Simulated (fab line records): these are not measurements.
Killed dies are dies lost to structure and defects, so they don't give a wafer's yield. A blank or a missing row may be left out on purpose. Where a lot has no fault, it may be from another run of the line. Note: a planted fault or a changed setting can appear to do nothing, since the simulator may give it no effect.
Which tool did it? :: flow gf180mcu :: 24 lots, 72 wafers sampled, at 6 steps of a route of 602

## WHAT THE GAUGES SHOWED, per wafer
GF_V1_BOW_MEAS_05. Usual: V1_BOW gives 81 um (standard deviation 7.1).
lot: L074
measured: day 17 08:14
on: film-metro-02
V1_BOW (um): 86 80 85
flag: 

lot: L075
measured: day 17 09:44
on: film-metro-04
V1_BOW (um): 82 74 74
flag: 

lot: L076
measured: day 18 02:17
on: film-metro-04
V1_BOW (um): 86 85 79
flag: 

lot: L077
measured: day 18 08:42
on: film-metro-03
V1_BOW (um): 75 84 84
flag: 

lot: L078
measured: day 18 23:42
on: film-metro-04
V1_BOW (um): 84 94 82
flag: 

lot: L079
measured: day 19 02:16
on: film-metro-04
V1_BOW (um): 73 86 79
flag: 

lot: L080
measured: day 19 12:46
on: film-metro-02
V1_BOW (um): 78 68 79
flag: 

lot: L081
measured: day 19 15:41
on: film-metro-04
V1_BOW (um): 82 81 74
flag: 

lot: L082
measured: day 20 02:43
on: film-metro-04
V1_BOW (um): 76 78 81
flag: 

lot: L083
measured: day 20 20:04
on: film-metro-03
V1_BOW (um): 86 89 83
flag: 

lot: L084
measured: day 21 03:35
on: film-metro-03
V1_BOW (um): 93 73 76
flag: 

lot: L085
measured: day 21 10:02
on: film-metro-04
V1_BOW (um): 82 81 88
flag: 

lot: L086
measured: day 21 17:57
on: film-metro-03
V1_BOW (um): 84 84 77
flag: 

lot: L087
measured: day 22 07:40
on: film-metro-02
V1_BOW (um): 86 83 81
flag: 

lot: L088
measured: day 22 10:00
on: film-metro-04
V1_BOW (um): 77 79 83
flag: 

lot: L089
measured: day 22 20:51
on: film-metro-02
V1_BOW (um): 77 89 77
flag: 

lot: L090
measured: day 23 03:43
on: film-metro-03
V1_BOW (um): 81 75 86
flag: 

lot: L091
measured: day 23 10:08
on: film-metro-03
V1_BOW (um): 79 88 75
flag: 

lot: L092
measured: day 23 19:43
on: film-metro-02
V1_BOW (um): 76 87 87
flag: 

lot: L093
measured: day 23 21:43
on: film-metro-02
V1_BOW (um): 79 74 85
flag: 

lot: L094
measured: day 24 12:37
on: film-metro-04
V1_BOW (um): 79 85 74
flag: 

lot: L095
measured: day 24 15:01
on: film-metro-03
V1_BOW (um): 72 69 69
flag: 

lot: L096
measured: day 24 23:00
on: film-metro-02
V1_BOW (um): 93 74 90
flag: 

lot: L097
measured: day 25 10:56
on: film-metro-02
V1_BOW (um): 91 82 82
flag: 

GF_V3_CD_MEAS_14: the cd target is 260 nm. Usual: 260.3 nm for cd-nm, sd 1.4.
lot: L074
measured: day 22 12:44
on: cd-sem-02
cd-nm (nm): 262.1 260.9 262.7
flag: 

lot: L075
measured: day 22 14:12
on: cd-sem-01
cd-nm (nm): 260.8 260.8 260.1
flag: 

lot: L076
measured: day 23 08:20
on: cd-sem-02
cd-nm (nm): 259.4 259.7 259.4
flag: 

lot: L077
measured: day 23 12:40
on: cd-sem-02
cd-nm (nm): 258.3 258.4 260.2
flag: 

lot: L078
measured: day 24 02:37
on: cd-sem-01
cd-nm (nm): 260.6 261.5 262.1
flag: 

lot: L079
measured: day 24 04:49
on: cd-sem-01
cd-nm (nm): 258.7 257.5 257.2
flag: 

lot: L080
measured: day 24 15:50
on: cd-sem-02
cd-nm (nm): 260.0 260.2 260.2
flag: 

lot: L081
measured: day 24 18:20
on: cd-sem-02
cd-nm (nm): 261.3 260.2 260.7
flag: 

lot: L082
measured: day 25 02:16
on: cd-sem-01
cd-nm (nm): 259.8 260.1 260.1
flag: 

lot: L083
measured: day 25 17:51
on: cd-sem-02
cd-nm (nm): 258.7 260.9 259.5
flag: 

lot: L084
measured: day 26 01:53
on: cd-sem-02
cd-nm (nm): 258.4 260.6 257.9
flag: 

lot: L085
measured: day 26 08:31
on: cd-sem-02
cd-nm (nm): 258.2 257.3 257.9
flag: 

lot: L086
measured: day 26 14:02
on: cd-sem-02
cd-nm (nm): 262.0 261.6 263.1
flag: 

lot: L087
measured: day 27 01:22
on: cd-sem-01
cd-nm (nm): 259.5 259.0 260.0
flag: 

lot: L088
measured: day 27 02:04
on: cd-sem-01
cd-nm (nm): 260.9 260.1 260.6
flag: 

lot: L089
measured: day 27 14:29
on: cd-sem-02
cd-nm (nm): 260.0 260.4 259.9
flag: 

lot: L090
measured: day 27 18:59
on: cd-sem-02
cd-nm (nm): 258.5 259.3 259.2
flag: 

lot: L091
measured: day 28 01:05
on: cd-sem-01
cd-nm (nm): 260.7 261.0 260.3
flag: 

lot: L092
measured: day 28 10:32
on: cd-sem-02
cd-nm (nm): 260.3 260.3 260.8
flag: 

lot: L093
measured: day 28 13:31
on: cd-sem-02
cd-nm (nm): 261.6 260.4 260.6
flag: 

lot: L094
measured: day 29 02:13
on: cd-sem-01
cd-nm (nm): 263.1 261.8 263.3
flag: 

lot: L095
measured: day 29 04:14
on: cd-sem-02
cd-nm (nm): 260.1 260.7 261.0
flag: 

lot: L096
measured: day 29 10:55
on: cd-sem-01
cd-nm (nm): 259.1 259.1 259.5
flag: 

lot: L097
measured: day 29 21:19
on: cd-sem-01
cd-nm (nm): 263.0 261.8 262.4
flag: 

GF_M4_CD_MEAS_14: the cd target is 280 nm. Usual: 280.1 nm for cd-nm, sd 1.3.
lot: L074
measured: day 23 13:20
on: cd-sem-02
cd-nm (nm): 277.8 278.3 279.2
flag: 

lot: L075
measured: day 23 15:10
on: cd-sem-02
cd-nm (nm): 278.2 276.9 279.2
flag: 

lot: L076
measured: day 24 08:37
on: cd-sem-02
cd-nm (nm): 279.9 279.4 278.9
flag: 

lot: L077
measured: day 24 12:12
on: cd-sem-02
cd-nm (nm): 279.4 278.4 279.5
flag: 

lot: L078
measured: day 25 02:37
on: cd-sem-01
cd-nm (nm): 279.7 281.0 279.5
flag: 

lot: L079
measured: day 25 03:55
on: cd-sem-01
cd-nm (nm): 276.7 278.1 278.5
flag: 

lot: L080
measured: day 25 15:01
on: cd-sem-02
cd-nm (nm): 279.7 280.8 280.1
flag: 

lot: L081
measured: day 25 17:02
on: cd-sem-02
cd-nm (nm): 281.4 281.9 282.7
flag: 

lot: L082
measured: day 26 00:55
on: cd-sem-01
cd-nm (nm): 281.1 281.1 280.5
flag: 

lot: L083
measured: day 26 16:42
on: cd-sem-02
cd-nm (nm): 278.9 279.1 279.3
flag: 

lot: L084
measured: day 27 00:26
on: cd-sem-02
cd-nm (nm): 282.7 280.9 280.0
flag: 

lot: L085
measured: day 27 06:40
on: cd-sem-02
cd-nm (nm): 279.6 280.3 280.8
flag: 

lot: L086
measured: day 27 12:17
on: cd-sem-01
cd-nm (nm): 280.5 280.0 279.7
flag: 

lot: L087
measured: day 27 23:46
on: cd-sem-02
cd-nm (nm): 280.7 279.9 281.0
flag: 

lot: L088
measured: day 28 00:25
on: cd-sem-01
cd-nm (nm): 282.1 281.5 281.4
flag: 

lot: L089
measured: day 28 11:56
on: cd-sem-02
cd-nm (nm): 279.6 279.9 280.8
flag: 

lot: L090
measured: day 28 16:22
on: cd-sem-01
cd-nm (nm): 279.0 280.1 279.1
flag: 

lot: L091
measured: day 28 22:43
on: cd-sem-01
cd-nm (nm): 280.4 278.5 279.9
flag: 

lot: L092
measured: day 29 07:49
on: cd-sem-02
cd-nm (nm): 280.9 280.6 280.4
flag: 

lot: L093
measured: day 29 10:52
on: cd-sem-02
cd-nm (nm): 279.3 280.3 279.6
flag: 

lot: L094
measured: day 29 22:45
on: cd-sem-01
cd-nm (nm): 280.0 278.4 278.9
flag: 

lot: L095
measured: day 30 00:33
on: cd-sem-01
cd-nm (nm): 282.2 282.0 281.1
flag: 

lot: L096
measured: day 30 06:49
on: cd-sem-02
cd-nm (nm): 281.3 282.1 282.4
flag: 

lot: L097
measured: day 30 16:46
on: cd-sem-01
cd-nm (nm): 282.3 280.0 282.1
flag: 

## TOOL THAT RAN EACH LOT (tool first, then ch and the chambers of the sampled wafers, then the start)
lot: L074
GF_SALICIDE_SPUTTER_03: pvd-sputter-04, day 15 07:49
GF_CONTACT_CVD_02: pecvd-02 ch 0,1, day 15 08:26
GF_M2_SOFTBAKE_10: litho-track-02 ch 0, day 18 21:49

lot: L075
GF_SALICIDE_SPUTTER_03: pvd-sputter-02, day 15 09:44
GF_CONTACT_CVD_02: pecvd-02 ch 0,1,2, day 15 10:23
GF_M2_SOFTBAKE_10: litho-track-01 ch 0, day 18 22:48

lot: L076
GF_SALICIDE_SPUTTER_03: pvd-sputter-03, day 16 01:02
GF_CONTACT_CVD_02: pecvd-01 ch 0,1,2, day 16 01:39
GF_M2_SOFTBAKE_10: litho-track-03 ch 0, day 19 15:52

lot: L077
GF_SALICIDE_SPUTTER_03: pvd-sputter-02, day 16 06:41
GF_CONTACT_CVD_02: pecvd-01 ch 0,1, day 16 07:18
GF_M2_SOFTBAKE_10: litho-track-01 ch 0, day 19 22:58

lot: L078
GF_SALICIDE_SPUTTER_03: pvd-sputter-04, day 16 20:18
GF_CONTACT_CVD_02: pecvd-04 ch 0,1,2, day 16 20:54
GF_M2_SOFTBAKE_10: litho-track-03 ch 0, day 20 13:31

lot: L079
GF_SALICIDE_SPUTTER_03: pvd-sputter-04, day 16 22:08
GF_CONTACT_CVD_02: pecvd-04 ch 0,2, day 16 22:45
GF_M2_SOFTBAKE_10: litho-track-03 ch 0, day 20 15:58

lot: L080
GF_SALICIDE_SPUTTER_03: pvd-sputter-02, day 17 09:41
GF_CONTACT_CVD_02: pecvd-04 ch 0,1,2, day 17 10:19
GF_M2_SOFTBAKE_10: litho-track-02 ch 0, day 21 03:10

lot: L081
GF_SALICIDE_SPUTTER_03: pvd-sputter-03, day 17 12:08
GF_CONTACT_CVD_02: pecvd-02 ch 2, day 17 12:45
GF_M2_SOFTBAKE_10: litho-track-02 ch 0, day 21 05:31

lot: L082
GF_SALICIDE_SPUTTER_03: pvd-sputter-02, day 17 21:38
GF_CONTACT_CVD_02: pecvd-04 ch 0,1,2, day 17 22:21
GF_M2_SOFTBAKE_10: litho-track-01 ch 0, day 21 15:22

lot: L083
GF_SALICIDE_SPUTTER_03: pvd-sputter-03, day 18 15:20
GF_CONTACT_CVD_02: pecvd-02 ch 0,1,2, day 18 15:56
GF_M2_SOFTBAKE_10: litho-track-01 ch 0, day 22 08:46

lot: L084
GF_SALICIDE_SPUTTER_03: pvd-sputter-04, day 18 23:18
GF_CONTACT_CVD_02: pecvd-02 ch 0,1,2, day 18 23:54
GF_M2_SOFTBAKE_10: litho-track-03 ch 0, day 22 16:26

lot: L085
GF_SALICIDE_SPUTTER_03: pvd-sputter-04, day 19 05:16
GF_CONTACT_CVD_02: pecvd-02 ch 0,1,2, day 19 05:53
GF_M2_SOFTBAKE_10: litho-track-02 ch 0, day 22 23:27

lot: L086
GF_SALICIDE_SPUTTER_03: pvd-sputter-04, day 19 13:31
GF_CONTACT_CVD_02: pecvd-01 ch 0,2, day 19 14:10
GF_M2_SOFTBAKE_10: litho-track-01 ch 0, day 23 06:12

lot: L087
GF_SALICIDE_SPUTTER_03: pvd-sputter-04, day 20 04:00
GF_CONTACT_CVD_02: pecvd-01 ch 0,1,2, day 20 04:36
GF_M2_SOFTBAKE_10: litho-track-03 ch 0, day 23 18:25

lot: L088
GF_SALICIDE_SPUTTER_03: pvd-sputter-03, day 20 06:51
GF_CONTACT_CVD_02: pecvd-02 ch 0,1,2, day 20 07:27
GF_M2_SOFTBAKE_10: litho-track-02 ch 0, day 23 20:36

lot: L089
GF_SALICIDE_SPUTTER_03: pvd-sputter-02, day 20 17:31
GF_CONTACT_CVD_02: pecvd-02 ch 0,1,2, day 20 18:07
GF_M2_SOFTBAKE_10: litho-track-03 ch 0, day 24 07:56

lot: L090
GF_SALICIDE_SPUTTER_03: pvd-sputter-03, day 21 01:44
GF_CONTACT_CVD_02: pecvd-04 ch 0,1, day 21 02:20
GF_M2_SOFTBAKE_10: litho-track-01 ch 0, day 24 14:41

lot: L091
GF_SALICIDE_SPUTTER_03: pvd-sputter-03, day 21 08:14
GF_CONTACT_CVD_02: pecvd-01 ch 0,1,2, day 21 08:51
GF_M2_SOFTBAKE_10: litho-track-02 ch 0, day 24 20:27

lot: L092
GF_SALICIDE_SPUTTER_03: pvd-sputter-03, day 21 18:05
GF_CONTACT_CVD_02: pecvd-04 ch 1,2, day 21 18:47
GF_M2_SOFTBAKE_10: litho-track-01 ch 0, day 25 05:40

lot: L093
GF_SALICIDE_SPUTTER_03: pvd-sputter-02, day 21 20:40
GF_CONTACT_CVD_02: pecvd-02 ch 0,1, day 21 21:16
GF_M2_SOFTBAKE_10: litho-track-01 ch 0, day 25 08:34

lot: L094
GF_SALICIDE_SPUTTER_03: pvd-sputter-03, day 22 10:48
GF_CONTACT_CVD_02: pecvd-02 ch 1,2, day 22 11:25
GF_M2_SOFTBAKE_10: litho-track-03 ch 0, day 25 22:28

lot: L095
GF_SALICIDE_SPUTTER_03: pvd-sputter-04, day 22 15:00
GF_CONTACT_CVD_02: pecvd-02 ch 0,1,2, day 22 15:43
GF_M2_SOFTBAKE_10: litho-track-03 ch 0, day 26 00:49

lot: L096
GF_SALICIDE_SPUTTER_03: pvd-sputter-04, day 22 22:55
GF_CONTACT_CVD_02: pecvd-01 ch 0,1,2, day 22 23:44
GF_M2_SOFTBAKE_10: litho-track-02 ch 0, day 26 08:18

lot: L097
GF_SALICIDE_SPUTTER_03: pvd-sputter-04, day 23 10:10
GF_CONTACT_CVD_02: pecvd-01 ch 1,2, day 23 10:52
GF_M2_SOFTBAKE_10: litho-track-02 ch 0, day 26 19:27
- GF_SALICIDE_SPUTTER_03: material TiN, target thk 20 nm, time 16.7 s.
- GF_CONTACT_CVD_02: deposits SiO2 from TEOS, target thk 860 nm, time 95.992 s.
- GF_M2_SOFTBAKE_10: time 62.34 s.

## AS READ BY THE TOOLS THEMSELVES (means over the sampled wafers that have a number; for cases with no such wafer, the mark the record gives instead)
GF_SALICIDE_SPUTTER_03. Usual: 30.1 % for throttle-valve-pct, sd 0.81.
lot: L074
tool: pvd-sputter-04
throttle-valve-pct (%): 29.3
flag: 

lot: L075
tool: pvd-sputter-02
throttle-valve-pct (%): 31.4
flag: 

lot: L076
tool: pvd-sputter-03
throttle-valve-pct (%): 29.6
flag: 

lot: L077
tool: pvd-sputter-02
throttle-valve-pct (%): 31.4
flag: 

lot: L078
tool: pvd-sputter-04
throttle-valve-pct (%): 30.0
flag: 

lot: L079
tool: pvd-sputter-04
throttle-valve-pct (%): 29.7
flag: 

lot: L080
tool: pvd-sputter-02
throttle-valve-pct (%): 31.3
flag: 

lot: L081
tool: pvd-sputter-03
throttle-valve-pct (%): 29.7
flag: 

lot: L082
tool: pvd-sputter-02
throttle-valve-pct (%): 31.2
flag: 

lot: L083
tool: pvd-sputter-03
throttle-valve-pct (%): 30.2
flag: 

lot: L084
tool: pvd-sputter-04
throttle-valve-pct (%): 29.7
flag: 

lot: L085
tool: pvd-sputter-04
throttle-valve-pct (%): 29.5
flag: 

lot: L086
tool: pvd-sputter-04
throttle-valve-pct (%): 29.7
flag: 

lot: L087
tool: pvd-sputter-04
throttle-valve-pct (%): 29.5
flag: 

lot: L088
tool: pvd-sputter-03
throttle-valve-pct (%): 29.7
flag: 

lot: L089
tool: pvd-sputter-02
throttle-valve-pct (%): 30.9
flag: 

lot: L090
tool: pvd-sputter-03
throttle-valve-pct (%): 30.5
flag: 

lot: L091
tool: pvd-sputter-03
throttle-valve-pct (%): 30.2
flag: 

lot: L092
tool: pvd-sputter-03
throttle-valve-pct (%): 29.6
flag: 

lot: L093
tool: pvd-sputter-02
throttle-valve-pct (%): 31.2
flag: 

lot: L094
tool: pvd-sputter-03
throttle-valve-pct (%): 29.8
flag: 

lot: L095
tool: pvd-sputter-04
throttle-valve-pct (%): 29.4
flag: 

lot: L096
tool: pvd-sputter-04
throttle-valve-pct (%): 29.5
flag: 

lot: L097
tool: pvd-sputter-04
throttle-valve-pct (%): 29.7
flag: 

GF_CONTACT_CVD_02. Usual: 710 W for heater-power-w, sd 96.
lot: L074
tool: pecvd-02
heater-power-w (W): 614
flag: 

lot: L075
tool: pecvd-02
heater-power-w (W): 741
flag: 

lot: L076
tool: pecvd-01
heater-power-w (W): 719
flag: 

lot: L077
tool: pecvd-01
heater-power-w (W): 673
flag: 

lot: L078
tool: pecvd-04
heater-power-w (W): 733
flag: 

lot: L079
tool: pecvd-04
heater-power-w (W): 671
flag: 

lot: L080
tool: pecvd-04
heater-power-w (W): 679
flag: 

lot: L081
tool: pecvd-02
heater-power-w (W): 722
flag: 

lot: L082
tool: pecvd-04
heater-power-w (W): 744
flag: 

lot: L083
tool: pecvd-02
heater-power-w (W): 663
flag: 

lot: L084
tool: pecvd-02
heater-power-w (W): 705
flag: 

lot: L085
tool: pecvd-02
heater-power-w (W): 711
flag: 

lot: L086
tool: pecvd-01
heater-power-w (W): 691
flag: 

lot: L087
tool: pecvd-01
heater-power-w (W): 739
flag: 

lot: L088
tool: pecvd-02
heater-power-w (W): 702
flag: 

lot: L089
tool: pecvd-02
heater-power-w (W): 656
flag: 

lot: L090
tool: pecvd-04
heater-power-w (W): 727
flag: 

lot: L091
tool: pecvd-01
heater-power-w (W): 707
flag: 

lot: L092
tool: pecvd-04
heater-power-w (W): 711
flag: 

lot: L093
tool: pecvd-02
heater-power-w (W): 610
flag: 

lot: L094
tool: pecvd-02
heater-power-w (W): 711
flag: 

lot: L095
tool: pecvd-02
heater-power-w (W): 695
flag: 

lot: L096
tool: pecvd-01
heater-power-w (W): 749
flag: 

lot: L097
tool: pecvd-01
heater-power-w (W): 827
flag: 

GF_M2_SOFTBAKE_10. Usual: plate-sensor-t-centre-C 131.01 C, standard deviation 0.01; plate-sensor-t-edge-C 131.21 C, standard deviation 0.0093.
lot: L074
tool: litho-track-02
plate-sensor-t-centre-C (C): 131.01
plate-sensor-t-edge-C (C): 131.21
flag: 

lot: L075
tool: litho-track-01
plate-sensor-t-centre-C (C): 131.01
plate-sensor-t-edge-C (C): 131.20
flag: 

lot: L076
tool: litho-track-03
plate-sensor-t-centre-C (C): 131.02
plate-sensor-t-edge-C (C): 131.21
flag: 

lot: L077
tool: litho-track-01
plate-sensor-t-centre-C (C): 131.02
plate-sensor-t-edge-C (C): 131.22
flag: 

lot: L078
tool: litho-track-03
plate-sensor-t-centre-C (C): 131.01
plate-sensor-t-edge-C (C): 131.22
flag: 

lot: L079
tool: litho-track-03
plate-sensor-t-centre-C (C): 131.02
plate-sensor-t-edge-C (C): 131.20
flag: 

lot: L080
tool: litho-track-02
plate-sensor-t-centre-C (C): 131.02
plate-sensor-t-edge-C (C): 131.21
flag: 

lot: L081
tool: litho-track-02
plate-sensor-t-centre-C (C): 131.01
plate-sensor-t-edge-C (C): 131.20
flag: 

lot: L082
tool: litho-track-01
plate-sensor-t-centre-C (C): 131.00
plate-sensor-t-edge-C (C): 131.21
flag: 

lot: L083
tool: litho-track-01
plate-sensor-t-centre-C (C): 131.01
plate-sensor-t-edge-C (C): 131.21
flag: 

lot: L084
tool: litho-track-03
plate-sensor-t-centre-C (C): 131.01
plate-sensor-t-edge-C (C): 131.21
flag: 

lot: L085
tool: litho-track-02
plate-sensor-t-centre-C (C): 131.01
plate-sensor-t-edge-C (C): 131.20
flag: 

lot: L086
tool: litho-track-01
plate-sensor-t-centre-C (C): 131.02
plate-sensor-t-edge-C (C): 131.22
flag: 

lot: L087
tool: litho-track-03
plate-sensor-t-centre-C (C): 131.03
plate-sensor-t-edge-C (C): 131.21
flag: 

lot: L088
tool: litho-track-02
plate-sensor-t-centre-C (C): 131.01
plate-sensor-t-edge-C (C): 131.21
flag: 

lot: L089
tool: litho-track-03
plate-sensor-t-centre-C (C): 131.02
plate-sensor-t-edge-C (C): 131.21
flag: 

lot: L090
tool: litho-track-01
plate-sensor-t-centre-C (C): 131.02
plate-sensor-t-edge-C (C): 131.21
flag: 

lot: L091
tool: litho-track-02
plate-sensor-t-centre-C (C): 131.02
plate-sensor-t-edge-C (C): 131.21
flag: 

lot: L092
tool: litho-track-01
plate-sensor-t-centre-C (C): 131.02
plate-sensor-t-edge-C (C): 131.21
flag: 

lot: L093
tool: litho-track-01
plate-sensor-t-centre-C (C): 131.00
plate-sensor-t-edge-C (C): 131.20
flag: 

lot: L094
tool: litho-track-03
plate-sensor-t-centre-C (C): 131.02
plate-sensor-t-edge-C (C): 131.21
flag: 

lot: L095
tool: litho-track-03
plate-sensor-t-centre-C (C): 131.02
plate-sensor-t-edge-C (C): 131.21
flag: 

lot: L096
tool: litho-track-02
plate-sensor-t-centre-C (C): 131.01
plate-sensor-t-edge-C (C): 131.21
flag: 

lot: L097
tool: litho-track-02
plate-sensor-t-centre-C (C): 131.01
plate-sensor-t-edge-C (C): 131.21
flag: 

## THE ANSWER, worked out from the rows above alone
Rule: a lot counts as off when the mean over its wafers that have a number is more than 3 standard deviations away from the usual mean. Also off: a lot with no number at a reading for which 4 or more lots have one. The other lots that the step has rows for count as sound. Order of review: gauges by route order, followed by the tools' own readings, for which a lot's mean as printed above is used. The first step at which some lot is off is used, and at that step the reading that is off furthest; a lot without a number counts as furthest.
None of the lots is off at any reading shown; this tells nothing.

## WHAT THE SIMULATOR PUT IN
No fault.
